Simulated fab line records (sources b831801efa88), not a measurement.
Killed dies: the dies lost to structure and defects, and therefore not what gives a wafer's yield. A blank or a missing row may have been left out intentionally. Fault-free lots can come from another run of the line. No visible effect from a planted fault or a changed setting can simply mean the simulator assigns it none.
Problem report, 8D (eight disciplines) form, completed by code -- flow sky130 -- the parts of the form that need people (team, actions taken, sign-off) are left out

1. PROBLEM STATEMENT
Wafers without a fault read 89.17 s, standard deviation 0.12; run_length_s at SKY_SONOS_ONO_SOFTBAKE_09 reads a mean of 75.62 s on 6 wafers belonging to 2 lots. That is -99 or more standard deviations from the usual mean.
The step: time 60 s.
Earliest sighting: wafer L610.1 on litho_track-03 at day 18 02:49. The record holds 42 wafers of 14 lots with a number at this step. The rule behind "out" and "out of limits": a value lying over 4 standard deviations away from the usual mean. All remaining wafers that have a number are taken as sound.

2. WHAT IT IS; WHAT IT IS NOT
question,is,is not
which readings at this step,"run_length_s, heater_power_total_W",-
which lots,"L610, L612","L592, L593, L594, L595, L596, L597, L598, L599, L600, L601, L604, L605"
which wafers of those lots,all that have a number,-
read on which tools,litho_track-03,"litho_track-01, litho_track-04"
when,from day 18 02:49,up to then (36 sound wafers)

3. SUSPECTS, AND WHAT RULES EACH OUT
Counting: a tool at any process step up to the reading remains a suspect when it ran all the lots that are out and ran no sound lot after the first of those.
- litho_track-03 at SKY_SONOS_ONO_SOFTBAKE_09 (time 60 s): kept. All lots that are out passed through it, beginning with L610 at day 18 02:49, and no sound lot followed; its final sound lot before that point was L605 at day 16 12:01. On those wafers its own readings are out: heater_power_total_W, run_length_s.
Left after counting: litho_track-03 at SKY_SONOS_ONO_SOFTBAKE_09.

4. THE CAUSE (what the simulator had put in)
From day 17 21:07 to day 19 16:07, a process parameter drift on litho_track-03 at SKY_SONOS_ONO_SOFTBAKE_09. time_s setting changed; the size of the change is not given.
The count eliminated every tool but this one.

5. THE EFFECT CHAIN, in route order
Each row: a reading whose mean over the struck wafers that have a number lies more than 3 standard deviations from the usual. Only readings whose record carries a usual standard deviation are examined. hours: median over the lots of the time between each lot's start at the first step of this table that gives one and its start at this step. sigmas: the change, counted in usual standard deviations.
hours,step,reading,usual,on struck wafers,change,sigmas
0,SKY_SONOS_ONO_SOFTBAKE_09,heater_power_total_W,56.59 W,61.60,+5.01,+99 or more
0,SKY_SONOS_ONO_SOFTBAKE_09,run_length_s,89.17 s,75.62,-13.55,-99 or more
Its process steps:
- SKY_SONOS_ONO_SOFTBAKE_09: time 60 s.

6. HOW IT WOULD HAVE BEEN CAUGHT EARLIER
The fault began at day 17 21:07; the first out-of-limits reading in this record came at day 18 02:49, 6 hours later.
